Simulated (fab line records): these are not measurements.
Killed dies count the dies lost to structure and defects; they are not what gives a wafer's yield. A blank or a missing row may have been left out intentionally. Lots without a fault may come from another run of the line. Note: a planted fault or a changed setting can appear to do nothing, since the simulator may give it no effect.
Which tool is to blame? | flow sky130 | 12 lots with 33 wafers sampled at 5 steps, on a route of 708 steps

== WHAT EACH GAUGE READ, for each wafer ==
SKY_NWELL_TW_MEAS_26.
lot  | measured     | on            | NWELL_2_TW
L514 | day 5 06:39  | film metro-01 | 500 503 500
L519 | day 6 14:24  | film metro-03 | 493 489 493
L520 | day 6 20:27  | film metro-03 | 492 493 491
L521 | day 7 02:54  | film metro-03 | 495 496 496
L522 | day 7 08:21  | film metro-03 | 497 498 494
L523 | day 7 12:57  | film metro-03 | 496 499 497
L525 | day 8 01:31  | film metro-04 | 457 496 461 498
L526 | day 8 07:31  | film metro-01 | 464 501 460 501
L527 | day 8 13:40  | film metro-03 | 465 499 460 500
L534 | day 10 06:33 | film metro-04 | 494 494 496
L535 | day 10 12:01 | film metro-01 | 500 499 499
L536 | day 10 19:01 | film metro-04 | 497 494 494

SKY_VT_ADJUST_LVTN_OVL_MEAS_07.
lot  | measured     | on         | VT_ADJUST_LVTN_OVL (nm)
L514 | day 6 20:16  | overlay-02 | -0.1 -0.7 -1.5
L519 | day 8 06:34  | overlay-02 | -0.1 -0.4 0.9
L520 | day 8 12:52  | overlay-01 | -1.6 -3.5 -2.0
L521 | day 8 19:55  | overlay-01 | 0.8 1.9 0.6
L522 | day 9 01:34  | overlay-02 | 1.1 0.2 0.0
L523 | day 9 06:43  | overlay-02 | -2.3 -2.0 0.5
L525 | day 9 21:14  | overlay-01 | 2.5 2.8
L526 | day 10 02:50 | overlay-02 | -2.9 -3.8
L527 | day 10 10:14 | overlay-02 | -0.3 0.3
L534 | day 12 03:59 | overlay-02 | -0.9 -0.8 -1.4
L535 | day 12 09:44 | overlay-02 | -1.0 -1.3 -1.9
L536 | day 12 19:39 | overlay-01 | 2.1 0.7 1.4

== TOOL THAT RAN EACH LOT (tool first, then ch and the chambers of the sampled wafers, then the start) ==
lot  | SKY_FIELD_ISO_ETCH_17           | SKY_DNWELL_STRIP_08                 | SKY_NWELL_IMPLANT_24
L514 | rie si-01 ch 0,1,3, day 2 05:52 | plasma asher-02 ch 0,1, day 3 02:34 | implanter-03 ch 0, day 5 06:24
L519 | rie si-02 ch 0,2,3, day 3 07:24 | plasma asher-03 ch 0,1, day 4 07:02 | implanter-03 ch 0, day 6 14:09
L520 | rie si-01 ch 2,3, day 3 11:53   | plasma asher-01 ch 0,1, day 4 12:17 | implanter-03 ch 0, day 6 20:12
L521 | rie si-01 ch 0,1,3, day 3 19:02 | plasma asher-02 ch 0, day 4 19:17   | implanter-03 ch 0, day 7 02:39
L522 | rie si-02 ch 2,3, day 3 22:44   | plasma asher-02 ch 0, day 5 00:25   | implanter-02 ch 0, day 7 08:06
L523 | rie si-02 ch 0,2,3, day 4 03:32 | plasma asher-03 ch 0,1, day 5 02:47 | implanter-01 ch 0, day 7 12:42
L525 | rie si-01 ch 0,2, day 4 13:20   | plasma asher-02 ch 0,1, day 5 14:44 | implanter-02 ch 0, day 8 01:16
L526 | rie si-01 ch 1,3, day 4 18:46   | plasma asher-03 ch 0,1, day 5 20:41 | implanter-02 ch 0, day 8 07:17
L527 | rie si-02 ch 1,2, day 5 01:56   | plasma asher-02 ch 0,1, day 6 01:56 | implanter-02 ch 0, day 8 13:25
L534 | rie si-01 ch 2,3, day 6 13:23   | plasma asher-03 ch 0,1, day 7 15:41 | implanter-03 ch 0, day 10 06:18
L535 | rie si-02 ch 1,2,3, day 6 18:32 | plasma asher-01 ch 0,1, day 7 20:31 | implanter-01 ch 0, day 10 11:47
L536 | rie si-01 ch 0,1, day 6 23:23   | plasma asher-03 ch 0,1, day 8 01:45 | implanter-03 ch 0, day 10 18:48
- SKY_FIELD_ISO_ETCH_17: etches Si in HBr/Cl2/O2, target depth 342 nm, time 97.7 s.
- SKY_DNWELL_STRIP_08: strips in O2/N2.
- SKY_NWELL_IMPLANT_24

== AS READ BY THE TOOLS THEMSELVES (means over the sampled wafers that have a number; for cases with no such wafer, the mark the record gives instead) ==
SKY_FIELD_ISO_ETCH_17.
lot  | tool      | drypump motor current A (A) | mfc cl2 sccm (sccm) | oes product au (a.u.) | rf fwd power W (W) | throttle valve pct (%)
L514 | rie si-01 | 6.0                         | 39.98               | 0.997                 | 596.1              | 25.649
L519 | rie si-02 | 5.7                         | 40.05               | 1.015                 | 597.0              | 25.647
L520 | rie si-01 | 6.2                         | 40.03               | 1.007                 | 598.6              | 25.650
L521 | rie si-01 | 6.1                         | 39.99               | 0.990                 | 595.9              | 25.660
L522 | rie si-02 | 5.8                         | 40.12               | 1.013                 | 595.5              | 25.642
L523 | rie si-02 | 5.7                         | 39.93               | 1.017                 | 595.7              | 25.652
L525 | rie si-01 | 5.7                         | 40.12               | 0.999                 | 596.5              | 25.657
L526 | rie si-01 | 6.3                         | 39.99               | 1.006                 | 594.0              | 25.662
L527 | rie si-02 | 6.1                         | 39.95               | 1.016                 | 597.2              | 25.647
L534 | rie si-01 | 6.0                         | 39.96               | 1.013                 | 596.0              | 25.647
L535 | rie si-02 | 5.9                         | 39.93               | 1.014                 | 595.8              | 25.657
L536 | rie si-01 | 5.7                         | 40.05               | 0.994                 | 595.7              | 25.658

SKY_DNWELL_STRIP_08.
lot  | tool            | drypump motor current A (A) | oes product au (a.u.) | strip time to endpoint s (s)
L514 | plasma asher-02 | 5.86                        | 0.721                 | 36.81
L519 | plasma asher-03 | 5.87                        | 0.724                 | 37.00
L520 | plasma asher-01 | 5.93                        | 0.719                 | 36.80
L521 | plasma asher-02 | 5.97                        | 0.723                 | 36.79
L522 | plasma asher-02 | 5.99                        | 0.720                 | 36.96
L523 | plasma asher-03 | 5.88                        | 0.717                 | 36.93
L525 | plasma asher-02 | 5.77                        | 0.723                 | 36.89
L526 | plasma asher-03 | 5.83                        | 0.718                 | 36.87
L527 | plasma asher-02 | 5.79                        | 0.722                 | 36.67
L534 | plasma asher-03 | 5.76                        | 0.727                 | 36.58
L535 | plasma asher-01 | 5.93                        | 0.727                 | 36.73
L536 | plasma asher-03 | 5.85                        | 0.723                 | 36.77

SKY_NWELL_IMPLANT_24.
lot  | tool         | beam on s (s) | faraday current uA
L514 | implanter-03 | 9.90          | 52.5
L519 | implanter-03 | 9.99          | 52.0
L520 | implanter-03 | 9.99          | 52.0
L521 | implanter-03 | 9.84          | 52.8
L522 | implanter-02 | 9.96          | 52.0
L523 | implanter-01 | 10.03         | 51.7
L525 | implanter-02 | 8.98          | 58.8
L526 | implanter-02 | 8.88          | 59.6
L527 | implanter-02 | 8.70          | 60.6
L534 | implanter-03 | 9.98          | 52.0
L535 | implanter-01 | 10.07         | 51.6
L536 | implanter-03 | 9.76          | 53.2

== THE ANSWER, worked out from the rows above alone ==
Rule: usual is defined by the lots themselves. Put in order of their means at a reading, lots are off if they are a third of the lots or fewer, leave a main group of 4 or more, and stand apart from it by a gap of 3 or more times the standard deviation of the main group's means; of several such gaps the widest counts. Not used: any main group whose means are identical at the precision the tables above print for the reading. A lot without any number at a reading at which 4 lots or more have one is off too. The other lots that the step has rows for count as sound. After the gauges, taken in route order, come the tools' own readings; for these a lot's mean is taken, as printed above. The first step at which some lot is off is used, and at that step the reading that is off furthest; a lot without a number counts as furthest.
Off: L525, L526, L527, seen at SKY_NWELL_TW_MEAS_26 (NWELL_2_TW). The main group has a mean of 496 with a standard deviation of 2.9.
If a tool, at a process step before that reading, ran all the lots that are off and no sound lot after the first of them, it fits. Not tried: the gauges at SKY_NWELL_TW_MEAS_26; whatever is off there is also off at SKY_NWELL_IMPLANT_24, on other tools, and gauge error can't account for it. One fits: SKY_NWELL_IMPLANT_24 on implanter-02. A fault onset in the window from L522 (day 7 08:06, its last sound lot) to L525 (day 8 01:16, its first lot off) fits.
The tool's own readings at SKY_NWELL_IMPLANT_24 bear it out: on the lots that are off they differ by more than 5 times the standard deviation of the sound lots' means. beam on s reads 8.85 s there against 9.95 s on the sound lots; faraday current uA reads 59.7 there against 52.2 on the sound lots.

== WHAT THE SIMULATOR HAD INSERTED ==
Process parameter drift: implanter-02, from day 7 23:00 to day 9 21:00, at SKY_NWELL_IMPLANT_24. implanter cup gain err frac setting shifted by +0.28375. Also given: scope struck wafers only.
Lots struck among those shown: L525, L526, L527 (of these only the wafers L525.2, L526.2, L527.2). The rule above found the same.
